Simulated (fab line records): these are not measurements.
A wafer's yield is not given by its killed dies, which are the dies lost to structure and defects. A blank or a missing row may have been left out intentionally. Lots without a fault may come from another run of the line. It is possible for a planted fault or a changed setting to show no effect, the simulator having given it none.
Which tool was responsible?    flow gf180mcu    Sampling: 24 lots, 72 wafers, 4 of 602 route steps

## WHAT EACH GAUGE READ, for each wafer
GF_STI_CD_MEAS_12 targets a cd of 220 nm.
lot   measured     on         cd-nm (nm)
L074  day 2 01:31  cd-sem-02  219.6 219.0 219.6
L075  day 2 07:01  cd-sem-02  220.0 219.3 219.1
L076  day 2 12:49  cd-sem-01  219.6 218.8 219.2
L077  day 2 17:37  cd-sem-01  221.6 221.3 222.0
L078  day 2 22:21  cd-sem-01  218.7 220.7 219.7
L079  day 3 02:52  cd-sem-01  220.2 220.7 219.5
L080  day 3 08:36  cd-sem-02  222.4 221.9 220.9
L081  day 3 13:31  cd-sem-01  220.1 219.5 218.9
L082  day 3 17:57  cd-sem-01  220.2 218.7 220.0
L083  day 3 23:09  cd-sem-01  219.4 220.5 219.7
L084  day 4 04:43  cd-sem-01  220.7 222.2 222.1
L085  day 4 09:58  cd-sem-01  220.1 220.9 221.0
L086  day 4 15:12  cd-sem-02  218.6 218.1 218.3
L087  day 4 20:43  cd-sem-01  220.8 219.1 219.7
L088  day 5 01:00  cd-sem-01  218.6 219.2 219.4
L089  day 5 06:57  cd-sem-01  218.8 217.2 218.3
L090  day 5 12:46  cd-sem-01  220.8 218.9 220.9
L091  day 5 16:18  cd-sem-02  220.4 220.4 219.0
L092  day 5 23:13  cd-sem-01  219.5 220.8 220.1
L093  day 6 04:37  cd-sem-02  219.5 219.2 218.8
L094  day 6 08:20  cd-sem-02  223.6 222.0 220.8
L095  day 6 13:57  cd-sem-01  219.7 220.4 219.9
L096  day 6 18:37  cd-sem-02  219.9 219.4 219.2
L097  day 6 23:45  cd-sem-01  220.1 220.7 220.7

GF_NWELL_TW_MEAS_11.
lot   measured     on             NWELL_TW
L074  day 3 08:20  film-metro-03  1572 1557 1567
L075  day 3 13:00  film-metro-04  1598 1587 1590
L076  day 3 18:59  film-metro-03  1561 1569 1563
L077  day 3 23:20  film-metro-01  1533 1534 1536
L078  day 4 05:28  film-metro-01  1550 1548 1544
L079  day 4 09:44  film-metro-03  1570 1566 1573
L080  day 4 16:11  film-metro-03  1563 1564 1565
L081  day 4 21:08  film-metro-04  1587 1593 1581
L082  day 5 02:50  film-metro-01  1541 1548 1544
L083  day 5 07:55  film-metro-04  1579 1585 1583
L084  day 5 15:17  film-metro-01  1540 1551 1551
L085  day 5 20:08  film-metro-01  1549 1544 1547
L086  day 6 02:47  film-metro-03  1572 1576 1571
L087  day 6 08:17  film-metro-04  1589 1581 1591
L088  day 6 14:55  film-metro-01  1555 1553 1539
L089  day 6 20:02  film-metro-03  1579 1586 1583
L090  day 7 00:53  film-metro-01  1525 1529 1532
L091  day 7 04:59  film-metro-04  1580 1580 1581
L092  day 7 11:49  film-metro-03  1575 1575 1566
L093  day 7 17:10  film-metro-03  1575 1568 1566
L094  day 7 20:25  film-metro-03  1579 1576 1571
L095  day 8 02:23  film-metro-01  1534 1543 1543
L096  day 8 08:10  film-metro-04  1589 1588 1593
L097  day 8 13:14  film-metro-04  1590 1600 1598

GF_V1_BOW_MEAS_05.
lot   measured      on             V1_BOW (um)
L074  day 16 23:59  film-metro-04  94 92 92
L075  day 17 06:45  film-metro-02  76 79 81
L076  day 17 15:22  film-metro-04  82 80 101
L077  day 18 07:01  film-metro-04  86 82 80
L078  day 18 14:37  film-metro-02  89 90 86
L079  day 18 21:43  film-metro-04  82 77 76
L080  day 19 09:03  film-metro-04  74 76 84
L081  day 19 18:50  film-metro-02  83 96 78
L082  day 20 06:43  film-metro-04  85 83 88
L083  day 20 12:39  film-metro-02  79 82 88
L084  day 21 02:40  film-metro-01  93 92 85
L085  day 21 08:43  film-metro-04  75 75 68
L086  day 21 19:27  film-metro-02  92 87 91
L087  day 22 06:16  film-metro-02  82 92 90
L088  day 22 12:42  film-metro-02  78 78 70
L089  day 22 15:25  film-metro-04  87 78 96
L090  day 23 01:07  film-metro-01  86 76 82
L091  day 23 10:55  film-metro-02  90 87 84
L092  day 23 19:33  film-metro-04  79 88 89
L093  day 24 00:13  film-metro-04  87 85 85
L094  day 24 06:16  film-metro-01  83 77 70
L095  day 24 14:40  film-metro-04  92 78 86
L096  day 24 22:56  film-metro-04  84 85 86
L097  day 25 06:32  film-metro-01  95 99 81

## EACH LOT AND THE TOOL THAT RAN IT (in order: tool; ch and the chambers of the sampled wafers; start)
lot   GF_SALICIDE_RTA_08
L074  rtp-anneal-02 ch 0, day 15 00:47
L075  rtp-anneal-02 ch 0, day 15 07:30
L076  rtp-anneal-02 ch 0, day 15 14:49
L077  rtp-anneal-01 ch 0, day 16 05:01
L078  rtp-anneal-01 ch 0, day 16 12:30
L079  rtp-anneal-02 ch 0, day 16 19:16
L080  rtp-anneal-01 ch 0, day 17 06:44
L081  rtp-anneal-02 ch 0, day 17 16:37
L082  rtp-anneal-02 ch 0, day 18 04:08
L083  rtp-anneal-02 ch 0, day 18 10:25
L084  rtp-anneal-02 ch 0, day 18 23:15
L085  rtp-anneal-02 ch 0, day 19 05:23
L086  rtp-anneal-02 ch 0, day 19 16:23
L087  rtp-anneal-01 ch 0, day 20 02:28
L088  rtp-anneal-02 ch 0, day 20 09:13
L089  rtp-anneal-02 ch 0, day 20 12:26
L090  rtp-anneal-02 ch 0, day 20 22:45
L091  rtp-anneal-02 ch 0, day 21 09:08
L092  rtp-anneal-01 ch 0, day 21 17:42
L093  rtp-anneal-01 ch 0, day 21 21:24
L094  rtp-anneal-01 ch 0, day 22 04:25
L095  rtp-anneal-01 ch 0, day 22 14:19
L096  rtp-anneal-01 ch 0, day 22 22:02
L097  rtp-anneal-01 ch 0, day 23 05:59
- GF_SALICIDE_RTA_08: time 30 s.

## WHAT THE TOOLS THEMSELVES READ (means of the sampled wafers that have a number; where no wafer has one, the mark that the record gives instead)
GF_SALICIDE_RTA_08.
lot   tool           lamp-power-pct (%)  wafer_temp_C_max
L074  rtp-anneal-02  15.7                803.7
L075  rtp-anneal-02  15.7                804.0
L076  rtp-anneal-02  15.7                804.7
L077  rtp-anneal-01  15.0                805.6
L078  rtp-anneal-01  15.0                806.0
L079  rtp-anneal-02  15.7                803.2
L080  rtp-anneal-01  15.0                805.3
L081  rtp-anneal-02  15.7                804.2
L082  rtp-anneal-02  15.7                804.8
L083  rtp-anneal-02  15.7                804.5
L084  rtp-anneal-02  15.7                804.5
L085  rtp-anneal-02  15.7                804.2
L086  rtp-anneal-02  15.7                804.0
L087  rtp-anneal-01  15.0                805.0
L088  rtp-anneal-02  15.7                803.4
L089  rtp-anneal-02  15.7                803.6
L090  rtp-anneal-02  15.7                803.3
L091  rtp-anneal-02  15.7                804.4
L092  rtp-anneal-01  15.0                807.1
L093  rtp-anneal-01  15.0                805.4
L094  rtp-anneal-01  15.0                807.1
L095  rtp-anneal-01  15.1                805.9
L096  rtp-anneal-01  15.0                805.5
L097  rtp-anneal-01  15.0                805.3

## THE ANSWER, worked out from the rows above alone
Rule: what is usual is taken from the lots themselves. Put in order of their means at a reading, lots are off if they are a third of the lots or fewer, leave a main group of 4 or more, and stand apart from it by a gap of 3 or more times the standard deviation of the main group's means; of several such gaps the widest counts. Not used: any main group whose means are identical at the precision the tables above print for the reading. A lot without any number at a reading at which 4 lots or more have one is off too. The other lots that the step has rows for count as sound. First the gauges in route order, then the tools' own readings, where a lot's mean is used as printed above. The first step at which some lot is off is used, and at that step the reading that is off furthest; a lot without a number counts as furthest.
Nothing can be told from this: no lot is off at any reading shown.

## WHAT HAD BEEN PUT IN BY THE SIMULATOR
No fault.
